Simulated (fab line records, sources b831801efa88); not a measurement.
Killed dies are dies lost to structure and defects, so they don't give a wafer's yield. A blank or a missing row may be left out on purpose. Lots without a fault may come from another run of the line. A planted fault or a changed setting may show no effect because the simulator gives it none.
Which tool did it? | flow sky130 | 13 lots, 39 wafers sampled, at 3 steps of a route of 708

WHAT THE GAUGES READ, wafer by wafer
SKY_LOCAL_INTERCONNECT_THK_MEAS_02: measures by xrf. Usual: LOCAL_INTERCONNECT_TIN_THK 99.6 nm, standard deviation 1.2.
lot  | measured     | on            | LOCAL_INTERCONNECT_TIN_THK (nm) | flag
L342 | day 29 06:37 | film_metro-04 | 99.8 101.2 100.6                |
L344 | day 29 20:13 | film_metro-01 | 99.7 98.5 99.7                  |
L345 | day 30 17:23 | film_metro-03 | 98.3 98.7 99.6                  |
L347 | day 31 12:07 | film_metro-04 | 100.4 101.1 100.0               |
L350 | day 32 14:12 | film_metro-04 | 99.1 97.7 97.9                  |
L351 | day 32 20:14 | film_metro-03 | 99.7 98.2 98.3                  |
L355 | day 33 20:07 | film_metro-01 | 99.6 100.9 100.9                |
L358 | day 34 13:08 | film_metro-03 | 99.7 100.1 101.6                |
L359 | day 34 23:41 | film_metro-04 | 99.7 100.1 100.8                |
L360 | day 35 03:55 | film_metro-01 | 99.7 98.7 99.0                  |
L363 | day 36 07:32 | film_metro-04 | 99.6 99.7 99.2                  |
L364 | day 36 13:26 | film_metro-01 | 100.5 100.0 100.2               |
L365 | day 37 01:20 | film_metro-03 | 98.7 99.6 99.7                  |

SKY_CONTACT_THK_MEAS_01. Usual: CONTACT_CVD_00_THK 74.8 nm, standard deviation 0.93.
lot  | measured     | on            | CONTACT_CVD_00_THK (nm) | flag
L342 | day 30 10:40 | film_metro-03 | 74.0 74.0 74.1          |
L344 | day 31 01:01 | film_metro-02 | 73.4 73.6 74.6          |
L345 | day 31 21:01 | film_metro-03 | 75.0 74.3 74.6          |
L347 | day 32 16:17 | film_metro-02 | 74.8 75.1 75.6          |
L350 | day 33 17:53 | film_metro-02 | 74.0 75.0 75.5          |
L351 | day 34 00:21 | film_metro-03 | 73.7 74.9 76.0          |
L355 | day 34 23:20 | film_metro-03 | 74.9 75.7 76.7          |
L358 | day 35 16:14 | film_metro-03 | 74.1 73.9 75.3          |
L359 | day 36 02:53 | film_metro-01 | 74.2 74.7 75.2          |
L360 | day 36 07:23 | film_metro-01 | 73.7 74.0 74.6          |
L363 | day 37 09:39 | film_metro-02 | 74.7 75.3 75.7          |
L364 | day 37 16:03 | film_metro-02 | 74.8 75.9 74.5          |
L365 | day 38 03:56 | film_metro-03 | 75.3 74.8 75.9          |

SKY_CONTACT_CD_MEAS_14: target cd 170 nm. Usual: cd_nm 170.1 nm, standard deviation 1.8.
lot  | measured     | on        | cd_nm (nm)        | flag
L342 | day 31 14:39 | cd_sem-02 | 168.2 170.5 168.2 |
L344 | day 32 03:37 | cd_sem-02 | 171.3 172.1 172.1 |
L345 | day 33 00:42 | cd_sem-02 | 172.2 172.7 170.3 |
L347 | day 33 20:25 | cd_sem-01 | 167.6 168.8 168.6 |
L350 | day 34 21:06 | cd_sem-02 | 170.0 168.2 169.2 |
L351 | day 35 03:12 | cd_sem-01 | 166.8 166.7 167.0 |
L355 | day 36 02:15 | cd_sem-01 | 170.4 169.7 170.6 |
L358 | day 36 19:00 | cd_sem-01 | 170.4 171.1 170.3 |
L359 | day 37 05:16 | cd_sem-01 | 167.1 168.3 168.2 |
L360 | day 37 09:02 | cd_sem-02 | 172.2 170.8 170.4 |
L363 | day 38 11:43 | cd_sem-02 | 172.1 173.1 173.7 |
L364 | day 38 18:24 | cd_sem-01 | 172.3 170.7 172.1 |
L365 | day 39 05:34 | cd_sem-01 | 172.1 172.6 173.2 |

WHICH TOOL RAN EACH LOT (tool, then ch and the chambers of the sampled wafers, then the start)
The record holds no process step before these readings.

WHAT THE TOOLS THEMSELVES READ (means of the sampled wafers that have a number; where no wafer has one, the mark that the record gives instead)
The record holds no such reading with a usual standard deviation.

THE ANSWER, worked out from the rows above alone
Rule: a lot is off if the mean of its wafers that have a number lies more than 3 standard deviations from the usual mean. A lot without any number at a reading at which 4 lots or more have one is off too. The other lots that the step has rows for count as sound. The gauges are gone through in route order, then the tools' own readings, and for those a lot's mean is taken as printed above. The first step at which some lot is off is used, and at that step the reading that is off furthest; a lot without a number counts as furthest.
No lot is off at any reading shown: from this, nothing can be told.

WHAT THE SIMULATOR HAD PUT IN
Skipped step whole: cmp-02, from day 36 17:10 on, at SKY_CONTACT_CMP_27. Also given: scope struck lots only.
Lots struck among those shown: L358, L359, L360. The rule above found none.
